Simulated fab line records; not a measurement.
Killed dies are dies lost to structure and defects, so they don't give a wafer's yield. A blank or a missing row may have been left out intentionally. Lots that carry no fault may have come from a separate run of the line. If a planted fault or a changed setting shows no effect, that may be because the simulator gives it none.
The same fault as seen by 2 desks    flow sky130    every desk sees just its own numbers, and what lay behind them comes last

## AT THE METROLOGY DESK
What the gauges read for every lot (on any tool): the sampled wafers with a number, averaged. Any lot whose mean is over 4 standard deviations away from the usual mean is out of limits and marked OUT; that distance is given in the brackets.
Columns: A = INCOMING_BOW at SKY_FIELD_ISO_BOW_MEAS_00, usual 0 um; B = FIELD_ISO_CVD_03_THK at SKY_FIELD_ISO_THK_MEAS_04, usual 166.0 nm; C = FIELD_ISO_CVD_24_THK at SKY_FIELD_ISO_THK_MEAS_25, usual 597 nm; D = NWELL_OXIDATION_THK at SKY_NWELL_THK_MEAS_02, usual 10.07 nm
lot   first seen here  A   B                 C    D
L505  day 1 10:02      -0  166.8             593  10.05
L506  day 1 15:02      2   165.1             603  10.51
L507  day 1 20:00      -2  165.4             604  9.95
L508  day 2 01:01      -2  164.3             605  10.25
L509  day 2 06:01      1   164.6             604  10.30
L510  day 2 11:04      -3  167.7             598  10.20
L511  day 2 16:01      -4  165.6             597  10.26
L512  day 2 21:01      3   165.5             601  10.12
L521  day 4 18:00      2   155.5 (-6.2) OUT  596  9.99
L523  day 5 04:00      -6  157.2 (-5.2) OUT  595  9.88
L526  day 5 19:01      3   167.4             596  9.73
This desk reports L521, L523 out of limits; the earliest was L521 at day 4 21:29 (FIELD_ISO_CVD_03_THK at SKY_FIELD_ISO_THK_MEAS_04). Within limits: L505, L506, L507, L508, L509, L510, L511, L512, L526.

## TOOL OWNER'S DESK, lpcvd-02
The tool's own readings at SKY_FIELD_ISO_CVD_03 (deposits Si3N4 from DCS/NH3, target thk 165 nm, time 2830 s): means of the sampled wafers that have a number, for each lot that ran on this tool. Any lot whose mean is over 4 standard deviations away from the usual mean is out of limits and marked OUT; that distance is given in the brackets.
Columns: A = pressure-mtorr at SKY_FIELD_ISO_CVD_03, usual 250.0 mTorr; B = spike-tc-lower-C at SKY_FIELD_ISO_CVD_03, usual 770.7 C; C = zone-power-top-pct at SKY_FIELD_ISO_CVD_03, usual 29.12 %
lot   first seen here  A                B      C
L505  day 1 12:28      249.9            770.4  29.16
L506  day 1 18:37      250.6            770.5  29.22
L507  day 2 00:01      250.2            769.9  29.04
L508  day 2 03:23      250.2            769.6  29.14
L509  day 2 09:33      250.1            769.9  29.12
L510  day 2 12:58      250.6            770.3  29.05
L511  day 2 19:43      250.1            770.2  29.31
L512  day 3 00:49      250.5            770.3  28.96
L521  day 4 19:41      200.1 (-98) OUT  770.8  29.23
L523  day 5 06:02      200.4 (-97) OUT  770.6  29.04
L526  day 5 21:50      249.9            771.5  29.14
Finding of this desk: L521, L523 out of limits; the first was L521 at day 4 19:41, on pressure-mtorr at SKY_FIELD_ISO_CVD_03. Within limits: L505, L506, L507, L508, L509, L510, L511, L512, L526.

## ALL TOGETHER
At day 4 19:41, on L521, L523, the tool owner's desk was in a position to raise an alarm.
At day 4 21:29 the metrology desk could have sounded an alarm, on L521, L523.
Every lot named ran SKY_FIELD_ISO_CVD_03 on lpcvd-02.

## WHAT HAD BEEN PUT IN BY THE SIMULATOR
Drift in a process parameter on lpcvd-02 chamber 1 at SKY_FIELD_ISO_CVD_03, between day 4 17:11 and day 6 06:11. A move of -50 in setting pressure-mtorr, from 250. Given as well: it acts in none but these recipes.
Lots struck among those shown: L521, L523.
Counting hours from when the fault started, the first reading out of limits came at 2 for the tool owner's desk and at 4 for the metrology desk.
